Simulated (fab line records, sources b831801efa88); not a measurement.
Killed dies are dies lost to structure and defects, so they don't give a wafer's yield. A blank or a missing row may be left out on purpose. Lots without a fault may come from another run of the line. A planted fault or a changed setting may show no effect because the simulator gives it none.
A struck lot beside a sound one | flow sky130 | 14 steps out of a route of 708
Sound: wafers L794.1, L794.2, L794.6. Struck: wafers L792.1, L792.3, L792.6. The cause comes at the end.
At each step with rows: each side's tool, then ch and its chambers, then its first start. Under that, the readings that differ: sound wafers | struck wafers | difference of the means | sigmas: that difference in standard deviations of wafers without a fault.
alike: readings whose means differ by less than 2 such deviations, and words and numbers that are the same on both sides. not compared: withheld readings, readings that some wafer has no value for, bounds like >300 that may hide the same value, and numbers for which the record gives no deviation and whose values overlap.
The two part at a step that has a row with sigmas, a row that says differs or no value, or rows on one side only. Numbers that don't overlap but have no deviation are shown without sigmas and don't part them. A reading that every wafer of one side lacks parts them only if that side has two wafers or more.

SKY_POLY_GATE_ETCH_15: etches BARC in N2/H2, stops on SiO2, time 118.5 s, target depth 110 nm.
  sound on rie_diel-02 ch 1,2,3, day 23 10:20; struck on rie_diel-03 ch 0,3, day 23 00:41
  alike: bias_w, drypump_motor_current_A, oes_product_au, throttle_valve_pct
  not compared: rf_hours_counter_h
SKY_POLY_GATE_ETCH_16: etches Si3N4 in CH3F/O2, stops on poly-Si, time 147.5 s, target depth 75 nm.
  sound on rie_diel-02 ch 1,2,3, day 23 10:26; struck on rie_diel-03 ch 0,3, day 23 00:46
  alike: O2_flow_sccm, bias_w, drypump_motor_current_A, oes_product_au, throttle_valve_pct
  not compared: rf_hours_counter_h
SKY_POLY_GATE_ETCH_17: etches poly-Si in HBr/Cl2, stops on SiO2, target depth 180 nm, time 70.5 s.
  sound on rie_si-01 ch 1,2, day 23 10:32; struck on rie_si-01 ch 2,3, day 23 00:52
  alike: bias_w, drypump_motor_current_A, oes_product_au, throttle_valve_pct
  not compared: rf_hours_counter_h
SKY_POLY_GATE_STRIP_18: strips in O2/N2.
  sound on plasma_asher-04 ch 0,1, day 23 10:35; struck on plasma_asher-04 ch 0,1, day 23 00:55
  alike: drypump_motor_current_A, oes_product_au, strip_time_to_endpoint_s
  not compared: rf_hours_counter_h
then, 2 steps without rows for these wafers: SKY_POLY_GATE_CLEAN_19 (cleans in SC1/SC2, time 150 s); SKY_POLY_GATE_OXIDATION_20 (stabilise 600 s, purge 300 s, target thk 4 nm).
SKY_POLY_GATE_THK_MEAS_21:
  sound on film_metro-02, day 23 12:41; struck on film_metro-02, day 23 02:19
  alike: POLY_GATE_OXIDATION_THK
SKY_POLY_GATE_CD_MEAS_22:
  sound on cd_sem-01, day 23 12:45; struck on cd_sem-02, day 23 02:22
  alike: cd_nm
then, 4 steps without rows for these wafers: SKY_LDD_N_DEHYDRATE_00 (time 60 s); SKY_LDD_N_HMDS_01 (prime time 60 s); SKY_LDD_N_COAT_02 (resist thk 300 nm); SKY_LDD_N_SOFTBAKE_03 (time 60 s).
SKY_LDD_N_EXPOSE_04: exposes mask NTM, target cd 840 nm.
  sound on iline_stepper-01 ch 0, day 24 03:40; struck on iline_stepper-02, day 23 17:15
  no value came back on the struck wafers for exposure_dose_mJ_cm2, focus_offset_nm (nm), sigma_outer, stage_vel_mm_s (mm/s); on the sound wafers exposure_dose_mJ_cm2 reads 110.19 110.12 110.07
  alike: mask
then, 1 step without rows for these wafers: SKY_LDD_N_PEB_05.

WHERE THEY PART
Only at SKY_LDD_N_EXPOSE_04, within this record.

WHY: what the simulator had put in
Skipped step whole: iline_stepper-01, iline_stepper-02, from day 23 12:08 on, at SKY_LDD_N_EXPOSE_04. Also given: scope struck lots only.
